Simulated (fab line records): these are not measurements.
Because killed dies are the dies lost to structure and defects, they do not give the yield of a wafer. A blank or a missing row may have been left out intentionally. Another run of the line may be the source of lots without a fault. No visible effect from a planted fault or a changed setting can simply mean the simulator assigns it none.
8D (eight disciplines) problem report, filled in by code :: flow sky130 :: the parts of the form that need people (team, actions taken, sign-off) are left out

1. THE PROBLEM
run-length-s at SKY_VIA2_SOFTBAKE_08 reads a mean of 116.01 s on 3 wafers of 2 lots; wafers without a fault read 119.08 s with a standard deviation of 0.12. That puts it -26 standard deviations away from the usual mean.
The step: time 90 s.
The first sign was on wafer L828.1 at day 38 13:00, on litho-track-04. Wafers with a number at this step in the record: 39, from 13 lots. By rule, "out" or "out of limits" means more than 4 standard deviations away from the usual mean. The rest of the wafers with a number are treated as sound.

2. WHAT IT IS, AND WHAT IT ISN'T
question: which readings at this step
is: run-length-s
is not: exhaust-pa

question: which lots
is: L828, L830
is not: L819, L820, L821, L822, L824, L837, L838, L839, L840, L841, L842

question: which wafers of those lots
is: L828.1, L828.2, L830.2
is not: L828.5, L830.3, L830.4

question: read on which tools
is: litho-track-04
is not: litho-track-03

question: when
is: from day 38 13:00
is not: up to then (15 sound wafers); but 21 sound wafers of L828, L830, L837, L838, L839, L840, L841, L842 came after

3. WHAT RULES OUT EACH SUSPECT
Counting: any tool at a process step up to the reading remains a suspect provided it ran every lot that is out. Sound lots after the first of them don't rule it out here, since some wafers of a struck lot are sound.
- litho-track-04 at SKY_VIA2_SOFTBAKE_08 (time 90 s): kept. It processed each lot that is out (first: L828, day 38 13:00); up to then, its last sound lot is L824 (day 37 12:00). On those wafers its own readings are out: run-length-s.
Remaining after the count: litho-track-04 at SKY_VIA2_SOFTBAKE_08.

4. THE CAUSE (what the simulator had put in)
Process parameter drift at SKY_VIA2_SOFTBAKE_08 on litho-track-04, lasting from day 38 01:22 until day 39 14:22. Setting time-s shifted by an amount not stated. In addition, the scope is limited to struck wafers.
Counting left only this tool.

5. THE EFFECT CHAIN, in route order
Each row: a reading whose mean over the struck wafers that have a number lies more than 3 standard deviations from the usual. Readings are gone through only where the record gives a usual standard deviation; hours: the median, over the lots, of the time from a lot's start at the first step in this table giving one to that lot's start at this step; sigmas: the change measured in usual standard deviations.
hours: 0
step: SKY_VIA2_SOFTBAKE_08
reading: heater-power-total-W
usual: 57.36 W
on struck wafers: 57.92
change: +0.56
sigmas: +5.1

hours: 0
step: SKY_VIA2_SOFTBAKE_08
reading: run-length-s
usual: 119.08 s
on struck wafers: 116.01
change: -3.07
sigmas: -26
Here are the process steps it includes:
- SKY_VIA2_SOFTBAKE_08: time 90 s.
Readings that are blank on the struck wafers while sound wafers have them: plate-temp-C at SKY_VIA2_SOFTBAKE_08.
Later measuring or inspecting steps at which every struck wafer that the step has a row for has a number for every such reading, and none has moved that far: SKY_VIA2_OVL_MEAS_13, SKY_VIA2_THK_MEAS_23, SKY_CAPM_THK_MEAS_01.

6. HOW IT WOULD HAVE BEEN CAUGHT EARLIER
In this record the first reading out of limits was taken at day 38 13:00, 12 hours after the fault began at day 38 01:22.
